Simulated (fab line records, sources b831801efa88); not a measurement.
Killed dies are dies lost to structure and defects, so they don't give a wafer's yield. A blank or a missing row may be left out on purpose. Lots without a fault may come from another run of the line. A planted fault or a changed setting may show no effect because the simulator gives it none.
Problem report in the 8D (eight disciplines) form, filled by code | flow sky130 | the parts of the form that need people (team, actions taken, sign-off) are left out

1. THE PROBLEM
RES_XHIGH_TW at SKY_RES_XHIGH_TW_MEAS_09 reads a mean of 30 on 3 wafers of 1 lot; wafers without a fault read 1631 with a standard deviation of 11. That is -99 or more standard deviations from the usual mean.
First seen on wafer L387.3, day 32 04:46, on film_metro-02. The record holds 39 wafers of 13 lots with a number at this step. Rule for "out", or "out of limits": more than 4 standard deviations from the usual mean. The other wafers with a number count as sound.

2. WHAT IT IS AND WHAT IT IS NOT
question                    | is                     | is not
which readings at this step | RES_XHIGH_TW           | -
which lots                  | L387                   | L371, L372, L374, L375, L377, L379, L382, L384, L385, L388, L389, L394
which wafers of those lots  | all that have a number | -
read on which gauges        | film_metro-02          | film_metro-03, film_metro-04
when                        | from day 32 04:46      | up to then (27 sound wafers); but 9 sound wafers of L388, L389, L394 came after

3. SUSPECTS, AND WHAT RULES EACH OUT
Counting: a tool at a process step up to the reading stays a suspect if it ran every lot that is out and no sound lot after the first of them.
- the gauge at SKY_RES_XHIGH_TW_MEAS_09: ruled out. All the wafers that are out were read on film_metro-02, but those of them that SKY_RES_XHIGH_STRIP_08 has rows for are out there too, on other tools.
- plasma_asher-03 at SKY_SD_P_STRIP_10 (strips in O2/N2): kept. It ran the lot that is out, L387 (day 31 00:49), and no sound lot after that; its last sound lot up to then is L384 (day 30 04:25).
- plasma_asher-01 at SKY_RES_XHIGH_STRIP_08 (strips in O2/N2): ruled out as a lasting fault. Sound lots L388 ran on it after its first lot that is out, L387 (day 32 04:40).
Left after counting: plasma_asher-03 at SKY_SD_P_STRIP_10.

4. THE CAUSE (what the simulator had put in)
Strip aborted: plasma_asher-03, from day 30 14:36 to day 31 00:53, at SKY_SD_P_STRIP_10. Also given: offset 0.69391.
Counting left only this tool.

5. THE CHAIN OF EFFECTS, in route order
Each row: a reading whose mean over the struck wafers that have a number lies more than 3 standard deviations from the usual. Only readings for which the record gives a usual standard deviation are gone through. hours: the time from each lot's start at the first step in this table that gives one to its start at this step, as a median over the lots. sigmas: the change in usual standard deviations.
hours | step                     | reading                  | usual   | on struck wafers | change | sigmas
0     | SKY_RES_XHIGH_STRIP_08   | strip_time_to_endpoint_s | 14.25 s | 23.58            | +9.33  | +99 or more
0     | SKY_RES_XHIGH_TW_MEAS_09 | RES_XHIGH_TW             | 1631    | 30               | -1601  | -99 or more
The process steps in it:
- SKY_RES_XHIGH_STRIP_08: strips in O2/N2.
Readings that are blank on the struck wafers while sound wafers have them: strip_time_to_endpoint_s at SKY_SD_P_STRIP_10.

6. WHAT WOULD HAVE CAUGHT IT SOONER
In this record the first reading out of limits at a measuring or inspecting step was taken at day 32 04:46, 38 hours after the fault began at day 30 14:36.
All the lots that are out (1) had begun SKY_SD_P_STRIP_10 on plasma_asher-03 by day 32 04:46. A hold on the tool at that time would have spared none of them.
